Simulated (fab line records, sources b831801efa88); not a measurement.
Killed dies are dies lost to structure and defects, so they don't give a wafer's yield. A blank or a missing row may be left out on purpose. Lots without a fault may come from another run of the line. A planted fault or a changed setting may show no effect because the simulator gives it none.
fab line records | flow gf180mcu | part 1 of 2: steps 1 to 29 of 41
record lots=5 wafers=15 last_day=34
route steps=602 shown PSD@256 NSD@262 SAB@264 SALICIDE@278 CONTACT@287
lots that met no fault: from a run of the same line without faults
start_h: hours from the record's first day to the start of the lot's first wafer shown | wait_h: hours since the lot's step before | " the same as in the row above | L1.1+2: a row that stands for several wafers | - no value, or no start given | * or withheld: withheld | < > ~ a bound
route shown NAME@n: a module of which the file shows steps, and the number in the route of the first | usual: mean/standard deviation of fault-free wafers | same: alike in all rows | chamber/n: place in a boat | sites: the reading at each site | _std_site: their standard deviation | _edge_site: outer sites' mean less inner sites' | radius_mm: how far each site lies from the wafer's centre | mask NAME#n: copy n | behind: the tool/chamber that last shaped the wafer | hold: why the lot was held/for how many hours/how that ended | device: the transistor (n, p or np) that didn't switch | end of line: the same wafers' tests at the end of the route | a step without rows: its recipe alone | killed: dies lost to structure and defects at the first sort, not the wafer's yield | map: a wafer's dies, x killed, . not, _ none there
set.NAME: the setting as run; set.NAME@STEP: as run at that earlier step | model.NAME: the simulator's own value behind a step, which no gauge read
lots at some steps of the route; a table a step, a row a wafer
services: from which hour (start_h, from the record's first day; less than 0 if before it) a tool's chamber was out of use, for how many hours, and why
## steps
# step GF_PSD_OVL_MEAS_08
# usual PSD_OVL=-0.6/1.2
# columns lot.wafer tool chamber start_h wait_h PSD_OVL[nm]
L080.3 overlay-02 - 374.57 0.1 2.3
L080.4 " - " " 1.6
L080.6 " - " " 2.1
L089.4 overlay-02 - 443.53 0.1 1.3
L089.5 " - " " 0.4
L089.6 " - " " 0.0
L091.1 overlay-01 - 463.39 0.1 -2.2
L091.5 " - " " -0.9
L091.6 " - " " -3.5
L092.1 overlay-01 - 471.26 0.1 -2.8
L092.2 " - " " -1.6
L092.5 " - " " -1.1
L096.1 overlay-02 - 502.31 0.1 1.0
L096.4 " - " " -1.8
L096.5 " - " " -0.9
# step GF_PSD_IMPLANT_09
# recipe species=BF2 energy_kev=40 dose_cm2=1.5e+15 tilt_deg=7
# usual end_station_pressure_torr=1.16e-05/6.1e-07
# columns lot.wafer tool chamber start_h wait_h end_station_pressure_torr
L080.3 implanter-04 0 374.65 0.1 1.12e-05
L080.4 " 0 " " 1.19e-05
L080.6 " 0 " " 1.07e-05
L089.4 implanter-03 0 443.62 0.1 1.17e-05
L089.5 " 0 " " 1.16e-05
L089.6 " 0 " " 1.16e-05
L091.1 implanter-03 0 463.43 0.0 1.07e-05
L091.5 " 0 " " 1.07e-05
L091.6 " 0 " " 1.18e-05
L092.1 implanter-03 0 471.29 0.0 1.05e-05
L092.2 " 0 " " 1.16e-05
L092.5 " 0 " " 1.19e-05
L096.1 implanter-01 0 502.34 0.0 1.16e-05
L096.4 " 0 " " 1.16e-05
L096.5 " 0 " " 1.19e-05
# step GF_PSD_STRIP_10
# recipe chemistry=O2/N2 power_w=1400 pressure_mtorr=1500 platen_temp_c=250 o2_flow_sccm=3000 n2_flow_sccm=300 overash_fraction=0.5
# usual drypump_motor_current_A=5.8/0.35 heater_power_w=346/22 oes_product_au=0.592/0.0046 strip_time_to_endpoint_s=16.54/0.032
# columns lot.wafer tool chamber start_h wait_h drypump_motor_current_A heater_power_w oes_product_au rf_hours_counter_h strip_time_to_endpoint_s
L080.3 plasma_asher-02 0 374.78 0.1 6.1 329 0.601 - 16.55
L080.4 " 1 " " 5.4 383 0.598 - 16.53
L080.6 " 1 " " 5.4 373 0.595 - 16.55
L089.4 plasma_asher-04 0 443.73 0.1 6.1 358 0.597 - 16.50
L089.5 " 0 " " 6.1 360 0.597 - 16.51
L089.6 " 1 " " 5.3 326 0.587 - 16.50
L091.1 plasma_asher-01 0 463.58 0.1 6.0 319 0.599 84 16.49
L091.5 " 1 " " 6.0 351 0.593 - 16.46
L091.6 " 0 " " 6.0 314 0.590 - 16.44
L092.1 plasma_asher-02 0 471.44 0.1 6.1 324 0.597 4 16.55
L092.2 " 1 " " 5.4 384 0.594 4 16.53
L092.5 " 0 " " 6.1 324 0.591 - 16.56
L096.1 plasma_asher-01 0 502.49 0.1 6.0 322 0.590 88 16.52
L096.4 " 1 " " 6.0 346 0.590 - 16.56
L096.5 " 1 " " 6.0 351 0.594 - 16.55
# step GF_PSD_TW_MEAS_11
# usual PSD_TW=3194/22
# columns lot.wafer tool chamber start_h wait_h PSD_TW
L080.3 film_metro-01 - 374.87 0.1 3196
L080.4 " - " " 3192
L080.6 " - " " 3204
L089.4 film_metro-02 - 443.83 0.1 3157
L089.5 " - " " 3176
L089.6 " - " " 3184
L091.1 film_metro-02 - 463.68 0.1 3167
L091.5 " - " " 3192
L091.6 " - " " 3182
L092.1 film_metro-03 - 471.54 0.1 3246
L092.2 " - " " 3235
L092.5 " - " " 3242
L096.1 film_metro-03 - 502.59 0.1 3219
L096.4 " - " " 3195
L096.5 " - " " 3228
# step GF_PSD_CLEAN_12
# recipe chemistry=SC1/SC2 mix=1:4:20 temp_c=70 time_s=150 dry=n2_spin
# columns lot.wafer tool chamber start_h wait_h
L080.3+4+6 wet_bench-01 1 374.91 0.0
L089.4+5+6 wet_bench-03 1 443.86 0.0
L091.1+5+6 wet_bench-03 0 463.74 0.1
L092.1+2+5 wet_bench-03 3 471.60 0.1
L096.1+4+5 wet_bench-02 2 502.65 0.1
# step GF_PSD_RTA_13
# recipe temp_c=1025 time_s=20 ambient=N2
# usual anneal_temp_c_max=1031.1/1.9 lamp_power_pct=36/3.3 wafer_temp_C_max=1029.0/1.1
# columns lot.wafer tool chamber start_h wait_h anneal_temp_c_max lamp_power_pct wafer_temp_C_max
L080.3 rtp_anneal-01 0 374.98 0.0 1032.7 32 1027.7
L080.4 " 0 " " 1031.1 32 1027.7
L080.6 " 0 " " 1031.0 32 1027.3
L089.4 rtp_anneal-02 0 443.95 0.0 1030.6 39 1030.0
L089.5 " 0 " " 1030.6 39 1029.8
L089.6 " 0 " " 1029.8 39 1032.1
L091.1 rtp_anneal-02 0 463.79 0.0 1032.4 39 1028.7
L091.5 " 0 " " 1029.6 39 1029.8
L091.6 " 0 " " 1029.6 39 1029.6
L092.1 rtp_anneal-02 0 471.65 0.0 1029.7 39 1030.2
L092.2 " 0 " " 1029.7 39 1030.2
L092.5 " 0 " " 1029.5 39 1028.5
L096.1 rtp_anneal-02 0 502.70 0.0 1028.9 39 1029.7
L096.4 " 0 " " 1030.4 39 1031.0
L096.5 " 0 " " 1029.0 39 1029.0
# step GF_PSD_RS_MEAS_14
# recipe thk_meas_gauge=four-point-probe
# usual NSD_RS=46.17/0.096
# columns lot.wafer tool chamber start_h wait_h NSD_RS[ohm/sq]
L080.3 film_metro-01 - 375.08 0.1 46.13
L080.4 " - " " 46.07
L080.6 " - " " 46.10
L089.4 film_metro-01 - 444.05 0.1 46.13
L089.5 " - " " 46.17
L089.6 " - " " 46.22
L091.1 film_metro-03 - 463.87 0.1 46.14
L091.5 " - " " 46.12
L091.6 " - " " 46.19
L092.1 film_metro-02 - 471.74 0.1 46.39
L092.2 " - " " 46.27
L092.5 " - " " 46.20
L096.1 film_metro-03 - 502.79 0.1 46.26
L096.4 " - " " 46.24
L096.5 " - " " 46.24
# step GF_PSD_RS_MEAS_15
# recipe thk_meas_gauge=four-point-probe
# usual PSD_RS=108.6/0.33
# columns lot.wafer tool chamber start_h wait_h PSD_RS[ohm/sq]
L080.3 film_metro-01 - 375.20 0.1 108.9
L080.4 " - " " 108.5
L080.6 " - " " 108.4
L089.4 film_metro-01 - 444.17 0.1 108.8
L089.5 " - " " 108.4
L089.6 " - " " 109.1
L091.1 film_metro-03 - 463.99 0.1 108.9
L091.5 " - " " 108.7
L091.6 " - " " 108.5
L092.1 film_metro-02 - 471.86 0.1 108.9
L092.2 " - " " 109.3
L092.5 " - " " 109.0
L096.1 film_metro-03 - 502.91 0.1 108.8
L096.4 " - " " 108.5
L096.5 " - " " 108.6
# step GF_SAB_CVD_00
# recipe material=SiO2 target_thk_nm=50 precursor=TEOS temp_c=400 time_s=4.9302 rf_w=600
# usual heater_power_w=635/100
# columns lot.wafer tool chamber start_h wait_h heater_power_w
L080.3 pecvd-03 1 375.28 0.1 621
L080.4 " 2 " " 685
L080.6 " 1 " " 626
L089.4 pecvd-03 1 444.24 0.0 724
L089.5 " 2 " " 680
L089.6 " 0 " " 657
L091.1 pecvd-04 0 464.11 0.1 587
L091.5 " 1 " " 662
L091.6 " 2 " " 807
L092.1 pecvd-01 0 471.98 0.1 555
L092.2 " 2 " " 661
L092.5 " 0 " " 575
L096.1 pecvd-04 1 503.03 0.1 630
L096.4 " 1 " " 651
L096.5 " 2 " " 752
# step GF_SAB_THK_MEAS_01
# recipe reads=SiO2_of_SAB_CVD_00
# usual SAB_CVD_00_THK=49.9/0.69
# columns lot.wafer tool chamber start_h wait_h SAB_CVD_00_THK[nm]
L080.3 film_metro-03 - 375.32 0.0 49.3
L080.4 " - " " 49.7
L080.6 " - " " 50.0
L089.4 film_metro-03 - 444.28 0.0 49.9
L089.5 " - " " 50.0
L089.6 " - " " 50.0
L091.1 film_metro-02 - 464.13 0.0 49.8
L091.5 " - " " 50.2
L091.6 " - " " 50.7
L092.1 film_metro-04 - 472.01 0.0 49.5
L092.2 " - " " 50.2
L092.5 " - " " 49.9
L096.1 film_metro-03 - 503.05 0.0 50.2
L096.4 " - " " 51.0
L096.5 " - " " 51.0
# step GF_SAB_DEHYDRATE_02
# recipe temp_c=200 time_s=60
# columns lot.wafer tool chamber start_h wait_h
L080.3+4+6 litho_track-04 0 386.12 10.8
L089.4+5+6 litho_track-04 0 455.54 11.3
L091.1+5+6 litho_track-03 0 475.57 11.4
L092.1+2+5 litho_track-02 0 482.83 10.8
L096.1+4+5 litho_track-03 0 513.87 10.8
# step GF_SAB_HMDS_03
# recipe prime_time_s=60 prime_temp_c=120
# columns lot.wafer tool chamber start_h wait_h
L080.3+4+6 litho_track-04 0 386.27 0.1
L089.4+5+6 litho_track-04 0 455.69 0.1
L091.1+5+6 litho_track-03 0 475.72 0.1
L092.1+2+5 litho_track-02 0 482.98 0.1
L096.1+4+5 litho_track-03 0 514.02 0.1
# step GF_SAB_COAT_04
# recipe resist=NOVOLAK spin_rpm=3000 resist_thk_nm=1000
# columns lot.wafer tool chamber start_h wait_h
L080.3+4+6 litho_track-04 0 386.42 0.1
L089.4+5+6 litho_track-04 0 455.84 0.1
L091.1+5+6 litho_track-03 0 475.87 0.1
L092.1+2+5 litho_track-02 0 483.13 0.1
L096.1+4+5 litho_track-03 0 514.17 0.1
# step GF_SAB_SOFTBAKE_05
# recipe temp_c=90 time_s=60 resist=NOVOLAK
# columns lot.wafer tool chamber start_h wait_h
L080.3+4+6 litho_track-04 0 386.57 0.1
L089.4+5+6 litho_track-04 0 455.99 0.1
L091.1+5+6 litho_track-03 0 476.02 0.1
L092.1+2+5 litho_track-02 0 483.28 0.1
L096.1+4+5 litho_track-03 0 514.32 0.1
# step GF_SAB_EXPOSE_06
# recipe mask_id=SAB target_cd_nm=420 na=0.6 source_shape=conventional sigma_outer=0.6 dose_mj=140
# same na=0.6
# columns lot.wafer tool chamber start_h wait_h mask
L080.3+4+6 iline_stepper-01 0 - - SAB#0
L089.4+5+6 iline_stepper-02 0 - - SAB#0
L091.1+5+6 iline_stepper-02 0 - - SAB#0
L092.1+2+5 iline_stepper-01 0 - - SAB#0
L096.1+4+5 iline_stepper-02 0 - - SAB#0
# step GF_SAB_PEB_07
# recipe temp_c=withheld time_s=* resist=NOVOLAK
# columns lot.wafer tool chamber start_h wait_h
L080.3+4+6 litho_track-03 0 - -
L089.4+5+6 litho_track-03 0 - -
L091.1+5+6 litho_track-03 0 - -
L092.1+2+5 litho_track-04 0 - -
L096.1+4+5 litho_track-03 0 - -
# step GF_SAB_DEVELOP_08
# recipe develop_time_s=62.85 dev_temp_c=23
# columns lot.wafer tool chamber start_h wait_h
L080.3+4+6 litho_track-03 0 397.73 0.1
L089.4+5+6 litho_track-03 0 468.05 0.1
L091.1+5+6 litho_track-03 0 487.97 0.1
L092.1+2+5 litho_track-04 0 495.17 0.1
L096.1+4+5 litho_track-03 0 525.57 0.1
# step GF_SAB_CD_MEAS_09
# recipe target_cd_nm=420
# usual cd_nm=419.6/2
# columns lot.wafer tool chamber start_h wait_h cd_nm
L080.3 cd_sem-01 - 397.87 0.1 422.0
L080.4 " - " " 421.1
L080.6 " - " " 420.3
L089.4 cd_sem-01 - 468.19 0.1 423.7
L089.5 " - " " 424.0
L089.6 " - " " 422.6
L091.1 cd_sem-01 - 488.12 0.1 422.8
L091.5 " - " " 424.2
L091.6 " - " " 421.4
L092.1 cd_sem-02 - 495.32 0.1 423.2
L092.2 " - " " 420.1
L092.5 " - " " 422.7
L096.1 cd_sem-02 - 525.72 0.1 419.6
L096.4 " - " " 417.5
L096.5 " - " " 418.5
# step GF_SAB_OVL_MEAS_10
# usual SAB_OVL=-1.7/1.3
# columns lot.wafer tool chamber start_h wait_h SAB_OVL[nm]
L080.3 overlay-01 - 397.96 0.1 -3.8
L080.4 " - " " -3.6
L080.6 " - " " -2.2
L089.4 overlay-01 - 468.26 0.1 -1.9
L089.5 " - " " -0.6
L089.6 " - " " -0.2
L091.1 overlay-02 - 488.24 0.1 -0.6
L091.5 " - " " -0.5
L091.6 " - " " -2.4
L092.1 overlay-01 - 495.44 0.1 -4.0
L092.2 " - " " -3.3
L092.5 " - " " -2.3
L096.1 overlay-02 - 525.84 0.1 1.8
L096.4 " - " " 0.5
L096.5 " - " " 0.7
# step GF_SAB_ETCH_11
# recipe chemistry=C4F8/O2/Ar mask_material=NOVOLAK target=SiO2 target_depth_nm=55 source_w=1500 bias_w=1200 pressure_mtorr=40 c4f8_flow_sccm=withheld O2_flow_sccm=6 Ar_flow_sccm=300 time_s=8.5
# usual oes_product_au=0.999/0.0074
# columns lot.wafer tool chamber start_h wait_h oes_product_au rf_hours_counter_h
L080.3 rie_diel-02 2 397.98 0.0 1.005 4
L080.4 " 1 " " 1.002 34
L080.6 " 0 " " 1.000 -
L089.4 rie_diel-02 1 468.28 0.0 1.004 35
L089.5 " 1 " " 0.998 -
L089.6 " 0 " " 0.994 -
L091.1 rie_diel-01 1 488.28 0.0 0.993 1
L091.5 " 1 " " 1.000 -
L091.6 " 2 " " 1.007 -
L092.1 rie_diel-02 0 495.47 0.0 0.988 11
L092.2 " 3 " " 1.002 16
L092.5 " 1 " " 0.992 -
L096.1 rie_diel-01 3 525.88 0.0 1.002 81
L096.4 " 3 " " 0.994 -
L096.5 " 1 " " 0.992 -
# step GF_SAB_WET_ETCH_12
# recipe chemistry=dHF target_depth_nm=22 dry=n2_spin target=SiO2 temp_c=25 dilution=100:1 time_s=440
# columns lot.wafer tool chamber start_h wait_h
L080.3+4+6 wet_bench-02 2 398.00 0.0
L089.4+5+6 wet_bench-02 3 468.30 0.0
L091.1+5+6 wet_bench-04 2 488.30 0.0
L092.1+2+5 wet_bench-04 2 495.50 0.0
L096.1+4+5 wet_bench-02 2 525.90 0.0
# step GF_SAB_STRIP_13
# recipe chemistry=O2/N2 power_w=1400 pressure_mtorr=1500 platen_temp_c=250 o2_flow_sccm=3000 n2_flow_sccm=300 overash_fraction=0.5
# usual drypump_motor_current_A=5.8/0.41 heater_power_w=345/22 oes_product_au=0.710/0.005 strip_time_to_endpoint_s=12.62/0.038
# columns lot.wafer tool chamber start_h wait_h drypump_motor_current_A heater_power_w oes_product_au rf_hours_counter_h strip_time_to_endpoint_s
L080.3 plasma_asher-02 1 398.18 0.0 5.4 377 0.707 - 12.61
L080.4 " 0 " " 6.1 321 0.717 - 12.61
L080.6 " 1 " " 5.4 370 0.711 - 12.67
L089.4 plasma_asher-02 1 468.47 0.0 5.4 377 0.701 - 12.67
L089.5 " 1 " " 5.4 388 0.710 - 12.72
L089.6 " 0 " " 6.1 329 0.711 - 12.65
L091.1 plasma_asher-02 1 488.43 0.0 5.4 383 0.711 6 12.65
L091.5 " 0 " " 6.1 324 0.710 - 12.65
L091.6 " 1 " " 5.4 380 0.703 - 12.63
L092.1 plasma_asher-03 1 495.63 0.0 6.5 336 0.706 73 12.69
L092.2 " 0 " " 5.7 330 0.715 73 12.66
L092.5 " 1 " " 6.6 334 0.716 - 12.64
L096.1 plasma_asher-04 1 526.03 0.0 5.3 326 0.715 41 12.59
L096.4 " 1 " " 5.3 322 0.712 - 12.61
L096.5 " 1 " " 5.3 336 0.709 - 12.59
# step GF_SALICIDE_CLEAN_00
# recipe chemistry=SC1/SC2 mix=1:4:20 temp_c=70 time_s=150
# columns lot.wafer tool chamber start_h wait_h
L080.3+4+6 wet_bench-04 1 398.25 0.0
L089.4+5+6 wet_bench-01 1 468.53 0.0
L091.1+5+6 wet_bench-01 3 488.53 0.1
L092.1+2+5 wet_bench-03 3 495.73 0.1
L096.1+4+5 wet_bench-04 2 526.13 0.1
# step GF_SALICIDE_WET_ETCH_01
# recipe chemistry=dHF target_depth_nm=5 dry=ipa_marangoni target=SiO2 temp_c=25 dilution=100:1 time_s=100
# columns lot.wafer tool chamber start_h wait_h
L080.3+4+6 wet_bench-03 2 398.30 0.0
L089.4+5+6 wet_bench-04 3 468.63 0.0
L091.1+5+6 wet_bench-03 1 488.59 0.0
L092.1+2+5 wet_bench-01 3 495.78 0.0
L096.1+4+5 wet_bench-01 1 526.19 0.0
# step GF_SALICIDE_SPUTTER_02
# recipe material=Co target_thk_nm=10 power_w=1000 time_s=20 chamber_pressure_pa=0.4
# usual throttle_valve_pct=29.1/1.1
# columns lot.wafer tool chamber start_h wait_h throttle_valve_pct
L080.3 pvd_sputter-04 - 398.33 0.0 29.0
L080.4 " - " " 30.6
L080.6 " - " " 28.9
L089.4 pvd_sputter-01 - 468.67 0.0 28.9
L089.5 " - " " 30.2
L089.6 " - " " 27.4
L091.1 pvd_sputter-04 - 488.62 0.0 29.1
L091.5 " - " " 30.7
L091.6 " - " " 28.8
L092.1 pvd_sputter-01 - 495.82 0.0 28.6
L092.2 " - " " 29.9
L092.5 " - " " 30.1
L096.1 pvd_sputter-01 - 526.23 0.0 27.5
L096.4 " - " " 28.8
L096.5 " - " " 30.1
# step GF_SALICIDE_SPUTTER_03
# recipe material=TiN target_thk_nm=20 power_w=6500 time_s=16.7 chamber_pressure_pa=0.4
# usual throttle_valve_pct=29.1/1.2
# columns lot.wafer tool chamber start_h wait_h throttle_valve_pct
L080.3 pvd_sputter-04 - 398.36 0.0 28.9
L080.4 " - " " 30.7
L080.6 " - " " 29.0
L089.4 pvd_sputter-01 - 468.70 0.0 28.6
L089.5 " - " " 30.4
L089.6 " - " " 27.2
L091.1 pvd_sputter-04 - 488.65 0.0 29.2
L091.5 " - " " 31.0
L091.6 " - " " 28.7
L092.1 pvd_sputter-01 - 495.85 0.0 28.9
L092.2 " - " " 30.0
L092.5 " - " " 30.3
L096.1 pvd_sputter-01 - 526.26 0.0 27.5
L096.4 " - " " 28.8
L096.5 " - " " 30.1
# step GF_SALICIDE_RS_MEAS_04
# recipe thk_meas_gauge=four-point-probe reads=TiN_of_SALICIDE_SPUTTER_03+Co_of_SALICIDE_SPUTTER_02
# usual SALICIDE_TIN_RS=16.4/0.33
# columns lot.wafer tool chamber start_h wait_h SALICIDE_TIN_RS[ohm/sq]
L080.3 film_metro-04 - 398.43 0.1 16.6
L080.4 " - " " 16.5
L080.6 " - " " 16.6
L089.4 film_metro-03 - 468.78 0.1 16.4
L089.5 " - " " 16.5
L089.6 " - " " 16.5
L091.1 film_metro-04 - 488.68 0.0 17.0
L091.5 " - " " 17.1
L091.6 " - " " 17.0
L092.1 film_metro-03 - 495.87 0.0 16.2
L092.2 " - " " 16.5
L092.5 " - " " 16.7
L096.1 film_metro-04 - 526.28 0.0 16.5
L096.4 " - " " 16.1
L096.5 " - " " 16.1
# step GF_SALICIDE_THK_MEAS_05
# recipe thk_meas_gauge=xrf reads=TiN_of_SALICIDE_SPUTTER_03
# usual SALICIDE_TIN_THK=19.92/0.22
# columns lot.wafer tool chamber start_h wait_h SALICIDE_TIN_THK[nm]
L080.3 film_metro-04 - 398.53 0.1 19.64
L080.4 " - " " 19.58
L080.6 " - " " 19.72
L089.4 film_metro-03 - 468.87 0.1 20.10
L089.5 " - " " 20.25
L089.6 " - " " 20.24
L091.1 film_metro-04 - 488.80 0.1 19.79
L091.5 " - " " 19.95
L091.6 " - " " 19.79
L092.1 film_metro-03 - 495.99 0.1 19.80
L092.2 " - " " 19.95
L092.5 " - " " 19.65
L096.1 film_metro-04 - 526.40 0.1 19.71
L096.4 " - " " 19.95
L096.5 " - " " 19.53
# step GF_SALICIDE_RTA_06
# recipe temp_c=530 time_s=30 ambient=N2
# usual anneal_temp_c_max=533.1/0.86 lamp_power_pct=6.6/0.58 wafer_temp_C_max=532.1/0.6
# columns lot.wafer tool chamber start_h wait_h anneal_temp_c_max lamp_power_pct wafer_temp_C_max
L080.3 rtp_anneal-02 0 398.60 0.1 533.1 7.0 533.3
L080.4 " 0 " " 533.4 7.0 532.3
L080.6 " 0 " " 532.4 7.0 532.7
L089.4 rtp_anneal-01 0 468.95 0.1 532.8 5.8 531.9
L089.5 " 0 " " 534.5 5.8 531.9
L089.6 " 0 " " 535.0 5.8 531.0
L091.1 rtp_anneal-02 0 488.86 0.1 532.3 7.0 532.6
L091.5 " 0 " " 532.7 7.0 532.7
L091.6 " 0 " " 533.1 7.0 533.5
L092.1 rtp_anneal-02 0 496.05 0.1 531.8 7.0 531.9
L092.2 " 0 " " 532.3 7.0 532.7
L092.5 " 0 " " 531.9 7.0 531.8
L096.1 rtp_anneal-02 0 526.46 0.1 533.0 7.0 531.6
L096.4 " 0 " " 532.8 7.0 532.1
L096.5 " 0 " " 532.3 7.0 532.2
